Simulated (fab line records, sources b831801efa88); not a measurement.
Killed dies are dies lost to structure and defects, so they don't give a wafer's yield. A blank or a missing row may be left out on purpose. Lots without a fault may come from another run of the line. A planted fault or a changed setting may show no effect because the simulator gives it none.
Which tool did it? | flow sky130 | 12 lots, 36 wafers sampled, at 3 steps of a route of 708

WHAT THE GAUGES READ, wafer by wafer
SKY_VIA2_THK_MEAS_23: measures by xrf.
lot  | measured     | on            | VIA2_W_THK (nm)
L075 | day 36 15:23 | film_metro-01 | 410 407 408
L077 | day 37 03:54 | film_metro-03 | 409 410 409
L079 | day 38 01:46 | film_metro-01 | 403 411 403
L081 | day 38 17:40 | film_metro-02 | 411 414 405
L083 | day 39 01:16 | film_metro-01 | 412 407 399
L085 | day 39 18:10 | film_metro-02 | 405 407 406
L087 | day 40 06:44 | film_metro-01 | 402 406 409
L089 | day 40 18:49 | film_metro-02 | 409 405 407
L091 | day 41 18:34 | film_metro-03 | 418 412 415
L093 | day 42 06:38 | film_metro-01 | 395 396 395
L095 | day 42 09:15 | film_metro-02 | 407 411 414
L097 | day 42 18:43 | film_metro-01 | 395 397 407

WHICH TOOL RAN EACH LOT (tool, then ch and the chambers of the sampled wafers, then the start)
lot  | SKY_METAL2_ETCH_18                | SKY_VIA2_ETCH_14
L075 | rie_metal-04 ch 0,1, day 35 11:23 | rie_diel-04 ch 0,3, day 36 14:20
L077 | rie_metal-01 ch 1, day 36 00:15   | rie_diel-03 ch 0,1,2, day 37 02:53
L079 | rie_metal-01 ch 0,1, day 36 22:04 | rie_diel-03 ch 2,3, day 38 00:35
L081 | rie_metal-01 ch 0,1, day 37 13:50 | rie_diel-03 ch 1,3, day 38 16:36
L083 | rie_metal-02 ch 0,1, day 37 21:14 | rie_diel-02 ch 0,1,2, day 39 00:06
L085 | rie_metal-04 ch 0,1, day 38 15:19 | rie_diel-02 ch 0,3, day 39 17:09
L087 | rie_metal-04 ch 0,1, day 39 04:28 | rie_diel-02 ch 0,2,3, day 40 05:38
L089 | rie_metal-01 ch 1, day 39 17:13   | rie_diel-04 ch 0,1,2, day 40 17:45
L091 | rie_metal-01 ch 0,1, day 40 16:34 | rie_diel-04 ch 1,2,3, day 41 17:33
L093 | rie_metal-01 ch 0,1, day 41 03:32 | rie_diel-04 ch 0,1,3, day 42 05:35
L095 | rie_metal-01 ch 0,1, day 41 06:29 | rie_diel-02 ch 1,3, day 42 08:12
L097 | rie_metal-01 ch 0,1, day 41 16:22 | rie_diel-02 ch 0,2,3, day 42 17:42
- SKY_METAL2_ETCH_18: etches BARC in N2/H2, stops on SiO2, time 45.9 s, target depth 60 nm.
- SKY_VIA2_ETCH_14: etches BARC in N2/H2, stops on SiO2, time 45.9 s, target depth 60 nm.

THE ANSWER, worked out from the rows above alone
Rule: what is usual is taken from the lots themselves. Put in order of their means at a reading, lots are off if they are a third of the lots or fewer, leave a main group of 4 or more, and stand apart from it by a gap of 3 or more times the standard deviation of the main group's means; of several such gaps the widest counts. A main group whose means are all the same, to the digits that the tables above print for the reading, isn't used. A lot without any number at a reading at which 4 lots or more have one is off too. The other lots that the step has rows for count as sound.
No lot is off at any reading shown: from this, nothing can be told.

WHAT THE SIMULATOR HAD PUT IN
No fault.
